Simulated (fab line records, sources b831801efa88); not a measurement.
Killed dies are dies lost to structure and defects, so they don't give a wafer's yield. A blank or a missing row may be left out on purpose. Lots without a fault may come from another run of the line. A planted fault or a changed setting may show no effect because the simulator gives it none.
Problem report in the 8D (eight disciplines) form, filled by code | flow sky130 | the parts of the form that need people (team, actions taken, sign-off) are left out

1. THE PROBLEM
LI_CONTACT_W_RS at SKY_LI_CONTACT_RS_MEAS_22 reads a mean of 0.2108 ohm/sq on 3 wafers of 2 lots; wafers without a fault read 0.2846 ohm/sq with a standard deviation of 0.0027. That is -27 standard deviations from the usual mean.
The step: measures by four-point-probe.
First seen on wafer L516.4, day 35 07:04, on film_metro-03. The record holds 38 wafers of 13 lots with a number at this step. Rule for "out", or "out of limits": more than 4 standard deviations from the usual mean. The other wafers with a number count as sound.

2. WHAT IT IS AND WHAT IT IS NOT
question                    | is                           | is not
which readings at this step | LI_CONTACT_W_RS              | -
which lots                  | L516, L518                   | L498, L499, L500, L501, L503, L504, L505, L506, L508, L509, L511
which wafers of those lots  | L516.4, L516.6, L518.6       | L518.1, L518.2
read on which gauges        | film_metro-03, film_metro-04 | film_metro-02
when                        | from day 35 07:04            | up to then (33 sound wafers); but 2 sound wafers of L518 came after

3. SUSPECTS, AND WHAT RULES EACH OUT
Counting: a tool at a process step up to the reading stays a suspect if it ran every lot that is out. Sound lots after the first of them don't rule it out here, since some wafers of a struck lot are sound.
- the gauge at SKY_LI_CONTACT_RS_MEAS_22: ruled out. The wafers that are out were read on 2 gauges (film_metro-03, film_metro-04).
- cvd_w-02 at SKY_LI_CONTACT_CVD_21 (deposits W, target thk 400 nm, time 120.56 s): kept. It ran every lot that is out, first L516 (day 35 06:55); its last sound lot up to then is L506 (day 31 19:34).
Left after counting: cvd_w-02 at SKY_LI_CONTACT_CVD_21.

4. THE CAUSE (what the simulator had put in)
Process parameter drift: cvd_w-02, from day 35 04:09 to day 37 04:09, at SKY_LI_CONTACT_CVD_21. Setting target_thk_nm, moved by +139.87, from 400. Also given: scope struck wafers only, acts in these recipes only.
Counting left only this tool.

5. THE CHAIN OF EFFECTS, in route order
Each row: a reading whose mean over the struck wafers that have a number lies more than 3 standard deviations from the usual. Only readings for which the record gives a usual standard deviation are gone through. hours: the time from each lot's start at the first step in this table that gives one to its start at this step, as a median over the lots. sigmas: the change in usual standard deviations.
hours | step                       | reading            | usual         | on struck wafers | change  | sigmas
0     | SKY_LI_CONTACT_RS_MEAS_22  | LI_CONTACT_W_RS    | 0.2846 ohm/sq | 0.2108           | -0.0738 | -27
0     | SKY_LI_CONTACT_THK_MEAS_23 | LI_CONTACT_W_THK   | 400 nm        | 535              | +135    | +29
0     | SKY_LI_CONTACT_CMP_24      | time_to_endpoint_s | 97.9 s        | 129.7            | +31.8   | +11
The process steps in it:
- SKY_LI_CONTACT_CMP_24: polishes, stops on PSG, t overpolish 20 s, target thk 0 nm.

6. WHAT WOULD HAVE CAUGHT IT SOONER
In this record the first reading out of limits at a measuring or inspecting step was taken at day 35 07:04, 3 hours after the fault began at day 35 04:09.
Of the tool readings at SKY_LI_CONTACT_CVD_21 for which the record gives a usual standard deviation, none was out on any struck wafer, so an alarm limit of 4 standard deviations on them would not have fired.
Of the lots that are out (2), L518 began SKY_LI_CONTACT_CVD_21 on cvd_w-02 after day 35 07:04. A hold on the tool at that time would have spared it.
